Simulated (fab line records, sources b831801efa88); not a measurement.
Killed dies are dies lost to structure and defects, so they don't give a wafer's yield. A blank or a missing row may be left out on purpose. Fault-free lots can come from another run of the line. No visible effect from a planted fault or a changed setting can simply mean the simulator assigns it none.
8D (eight disciplines) problem report, filled in by code | flow sfqLine | the parts of the form that need people (team, actions taken, sign-off) are left out

== 1. THE PROBLEM ==
exposureDoseMJCm2 at SFQ_TRILAYER_I2_VIA_LITHO_EXPOSE_068 reads a mean of 20.618 on 6 wafers of 2 lots; wafers without a fault read 21.302 with a standard deviation of 0.02. That is -34 standard deviations from the usual mean.
The step: exposes mask I2, target cd 500 nm.
The first sign was on wafer L961.2 at day 38 00:31, on krfScanner-02. The record holds 42 wafers of 14 lots with a number at this step. By rule, "out" or "out of limits" means more than 4 standard deviations away from the usual mean. All remaining wafers that have a number are taken as sound.

== 2. WHAT THIS IS AND IS NOT ==
question                    | is                     | is not
which readings at this step | exposureDoseMJCm2      | focusOffsetNm
which lots                  | L961, L970             | L948, L950, L952, L953, L956, L957, L958, L959, L960, L963, L965, L966
which wafers of those lots  | all that have a number | -
read on which tools         | krfScanner-02          | krfScanner-01
when                        | from day 38 00:31      | up to then (27 sound wafers); but 9 sound wafers of L963, L965, L966 came after

== 3. SUSPECTS, AND WHAT RULES EACH OUT ==
Counting: a tool stays on the suspect list if, at a process step up to the reading, it processed all lots that are out and no sound lot following the first of them.
- rieMetal-02 at SFQ_TRILAYER_L0_BARC_OPEN_METAL_ETCH_010 (etches BARC in O2, target depth 125 nm, time 41.7 s): ruled out as a lasting fault. Following L961 (day 7 17:43), the first lot on it that is out, the sound lots L963, L966 were run on it.
- krfScanner-02 at SFQ_TRILAYER_I2_VIA_LITHO_EXPOSE_068 (exposes mask I2, target cd 500 nm): kept. It processed each lot that is out, first L961 at day 38 00:31, and no sound lot thereafter; up to then, the last sound lot it processed was L960 at day 37 17:31. Out on those wafers are its own readings of exposureDoseMJCm2.
Remaining after the count: krfScanner-02 at SFQ_TRILAYER_I2_VIA_LITHO_EXPOSE_068.

== 4. THE CAUSE (what the simulator had put in) ==
Drift in process parameters on krfScanner-02 at SFQ_TRILAYER_I2_VIA_LITHO_EXPOSE_068, starting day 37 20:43. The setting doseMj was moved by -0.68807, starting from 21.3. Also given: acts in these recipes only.
Counting left only this tool.

== 5. THE EFFECT CHAIN, in route order ==
Each row: a reading where the mean over the struck wafers with a number is more than 3 standard deviations away from the usual. Only readings whose record carries a usual standard deviation are examined. hours: median over the lots of the time between each lot's start at the first step of this table that gives one and its start at this step. sigmas: the change, counted in usual standard deviations.
hours | step                                 | reading           | usual  | on struck wafers | change | sigmas
0     | SFQ_TRILAYER_I2_VIA_LITHO_EXPOSE_068 | exposureDoseMJCm2 | 21.302 | 20.618           | -0.684 | -34
It contains these process steps:
- SFQ_TRILAYER_I2_VIA_LITHO_EXPOSE_068: exposes mask I2, target cd 500 nm.

== 6. WHAT WOULD HAVE CAUGHT IT SOONER ==
In this record no reading fell out of limits until day 38 00:31, 4 hours after the fault had begun at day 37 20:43.
